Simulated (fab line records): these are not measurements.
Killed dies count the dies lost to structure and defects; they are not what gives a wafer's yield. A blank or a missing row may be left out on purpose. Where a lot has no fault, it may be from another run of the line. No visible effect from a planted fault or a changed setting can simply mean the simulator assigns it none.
Which tool did it? / flow gf180mcu / 18 wafers from 6 lots sampled at 3 of the route's 602 steps

WHAT THE GAUGES READ, wafer by wafer
GF_POLY_GATE_THK_MEAS_01.
lot=L592; measured=day 9 04:43; on=filmMetro-02; POLY_GATE_CVD_00_THK (nm)=198.3 197.5 195.2
lot=L593; measured=day 9 19:16; on=filmMetro-02; POLY_GATE_CVD_00_THK (nm)=198.8 202.7 201.2
lot=L596; measured=day 10 05:51; on=filmMetro-01; POLY_GATE_CVD_00_THK (nm)=198.5 198.0 199.2
lot=L600; measured=day 11 09:44; on=filmMetro-01; POLY_GATE_CVD_00_THK (nm)=199.7 199.1 199.3
lot=L603; measured=day 12 06:35; on=filmMetro-01; POLY_GATE_CVD_00_THK (nm)=199.5 200.1 198.9
lot=L608; measured=day 13 11:32; on=filmMetro-01; POLY_GATE_CVD_00_THK (nm)=132.1 132.4 132.7

EACH LOT AND THE TOOL THAT RAN IT (in order: tool; ch and the chambers of the sampled wafers; start)
lot=L592; GF_VT_IMPLANT_RTA_45=rtpAnneal-02 ch 0, day 8 06:13; GF_POLY_GATE_CVD_00=lpcvd-02 ch 0, day 9 03:23
lot=L593; GF_VT_IMPLANT_RTA_45=rtpAnneal-01 ch 0, day 8 19:15; GF_POLY_GATE_CVD_00=lpcvd-02 ch 1, day 9 17:56
lot=L596; GF_VT_IMPLANT_RTA_45=rtpAnneal-01 ch 0, day 9 03:50; GF_POLY_GATE_CVD_00=lpcvd-02 ch 0, day 10 04:31
lot=L600; GF_VT_IMPLANT_RTA_45=rtpAnneal-02 ch 0, day 10 06:13; GF_POLY_GATE_CVD_00=lpcvd-02 ch 0, day 11 08:22
lot=L603; GF_VT_IMPLANT_RTA_45=rtpAnneal-02 ch 0, day 11 05:16; GF_POLY_GATE_CVD_00=lpcvd-01 ch 1, day 12 05:15
lot=L608; GF_VT_IMPLANT_RTA_45=rtpAnneal-02 ch 0, day 12 10:42; GF_POLY_GATE_CVD_00=lpcvd-02 ch 1, day 13 10:12
- GF_VT_IMPLANT_RTA_45: time 30 s.
- GF_POLY_GATE_CVD_00: deposits poly-Si, target thk 200 nm, time 1200 s.

THE ANSWER, worked out from the rows above alone
Rule: usual is defined by the lots themselves. The widest of any qualifying gaps counts: lots, ordered by their means at a reading, are off when they make up no more than a third of the lots, leave a main group of 4 or more, and stand apart from it by 3 or more times the standard deviation of that group's means. A main group whose means are all the same, to the digits that the tables above print for the reading, isn't used. A lot without any number at a reading at which 4 lots or more have one is off too. Any other lot the step has rows for is counted as sound.
Off: L608, seen at GF_POLY_GATE_THK_MEAS_01 (POLY_GATE_CVD_00_THK). Main group: mean 199.1 nm, sd 1.3.
A tool fits if, at a process step before that reading, it ran every lot that is off, and no sound lot after the first of them. The gauges at GF_POLY_GATE_THK_MEAS_01 are tried like those tools. Can't be told from this: 3 tools fit, rtpAnneal-02 at GF_VT_IMPLANT_RTA_45, lpcvd-02 at GF_POLY_GATE_CVD_00, filmMetro-01 at GF_POLY_GATE_THK_MEAS_01.

WHAT THE SIMULATOR PUT IN
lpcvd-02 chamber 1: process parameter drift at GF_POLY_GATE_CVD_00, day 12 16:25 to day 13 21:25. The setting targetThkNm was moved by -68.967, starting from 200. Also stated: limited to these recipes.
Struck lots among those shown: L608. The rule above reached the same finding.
